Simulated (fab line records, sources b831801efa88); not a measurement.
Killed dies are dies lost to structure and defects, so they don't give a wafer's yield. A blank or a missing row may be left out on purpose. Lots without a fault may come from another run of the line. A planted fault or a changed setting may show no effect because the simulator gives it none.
A struck lot beside a sound one | flow sky130 | 18 steps out of a route of 708
Sound: wafers L482.3, L482.4, L482.5. Struck: wafers L472.3, L472.4, L472.5. The cause comes at the end.
At each step with rows: each side's tool, then ch and its chambers, then its first start. Under that, the readings that differ: sound wafers | struck wafers | difference of the means | sigmas: that difference in standard deviations of wafers without a fault.
alike: readings whose means differ by less than 2 such deviations, and words and numbers that are the same on both sides. not compared: withheld readings, readings that some wafer has no value for, bounds like >300 that may hide the same value, and numbers for which the record gives no deviation and whose values overlap.
The two part at a step that has a row with sigmas, a row that says differs or no value, or rows on one side only. Numbers that don't overlap but have no deviation are shown without sigmas and don't part them. A reading that every wafer of one side lacks parts them only if that side has two wafers or more.

SKY_LDD_HVP_STRIP_09: strips in O2/N2.
  sound on plasma_asher-01 ch 0,1, day 28 21:57; struck on plasma_asher-01 ch 0,1, day 25 10:27
  alike: chamber_pressure_mTorr, drypump_motor_current_A, o2_flow_sccm, oes_product_au, strip_time_to_endpoint_s
  not compared: rf_hours_counter_h
SKY_LDD_HVP_TW_MEAS_10:
  sound on film_metro-01, day 28 22:02; struck on film_metro-02, day 25 10:32
  alike: LDD_HVP_TW
then, 7 steps without rows for these wafers: SKY_LDD_LDN_DEHYDRATE_00 (time 60 s); SKY_LDD_LDN_HMDS_01 (prime time 60 s); SKY_LDD_LDN_COAT_02 (resist thk 1140 nm); SKY_LDD_LDN_SOFTBAKE_03 (time 60 s); SKY_LDD_LDN_EXPOSE_04 (exposes mask LDNTM, target cd 700 nm); SKY_LDD_LDN_PEB_05; SKY_LDD_LDN_DEVELOP_06 (develop time 60 s).
SKY_LDD_LDN_OVL_MEAS_07:
  sound on overlay-02, day 30 02:21; struck on overlay-01, day 26 15:38
  alike: LDD_LDN_OVL
then, 2 steps without rows for these wafers: SKY_LDD_LDN_IMPLANT_08; SKY_LDD_LDN_IMPLANT_09.
SKY_LDD_LDN_IMPLANT_10:
  sound on implanter-04 ch 0, day 30 02:43; struck on implanter-04 ch 0, day 26 16:01
  reading            | sound                           | struck                        | difference | sigmas
  dose_ions_cm2      | 1.251e+13 1.2466e+13 1.2479e+13 | 4.232e+12 4.237e+12 4.224e+12 | -8.254e+12 | -99 or more
  faraday_current_uA | 71.8 67.7 71.6                  | 24.2 23.8 24.0                | -46.4      | -36
then, 1 step without rows for these wafers: SKY_LDD_LDN_IMPLANT_11.
SKY_LDD_LDN_STRIP_12: strips in O2/N2.
  sound on plasma_asher-03 ch 0,1, day 30 03:00; struck on plasma_asher-04 ch 0,1, day 26 16:17
  alike: chamber_pressure_mTorr, drypump_motor_current_A, o2_flow_sccm, oes_product_au, strip_time_to_endpoint_s
  not compared: rf_hours_counter_h
SKY_LDD_LDN_TW_MEAS_13:
  sound on film_metro-04, day 30 03:05; struck on film_metro-02, day 26 16:23
  reading    | sound          | struck         | difference | sigmas
  LDD_LDN_TW | 1498 1499 1498 | 1420 1422 1413 | -80        | -3
then, 1 step without rows for these wafers: SKY_LDD_LDN_CLEAN_14 (cleans in SC1/SC2, time 150 s).
-- the record jumps here: 22 days lie between the struck wafers' starts before and after (it left off in module LDD_LDN and takes up again in module PAD_OPEN, whose first step shown is number 708 of the route) --
SKY_PAD_OPEN_PROBE_99:
  sound on prober-02, day 50 19:43; struck on prober-01, day 48 12:16
  reading                         | sound          | struck         | difference | sigmas
  model.etest.tip_sonos.rs_ohm_sq | 2714 2685 2677 | 2934 3016 2998 | +291       |
  alike: killed_at_M0_to_M3, killed_at_M4_up, killed_at_contacts, killed_at_front_end, killed_at_other, killed_dies, killed_open, killed_short

WHERE THEY PART
First at SKY_LDD_LDN_IMPLANT_10; last, within this record, at SKY_LDD_LDN_TW_MEAS_13. Later steps at which nothing parts them and some readings are alike: SKY_PAD_OPEN_PROBE_99.

WHY: what the simulator had put in
Process parameter drift: implanter-04, from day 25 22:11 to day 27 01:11, at SKY_LDD_LDN_IMPLANT_10. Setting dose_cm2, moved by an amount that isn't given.
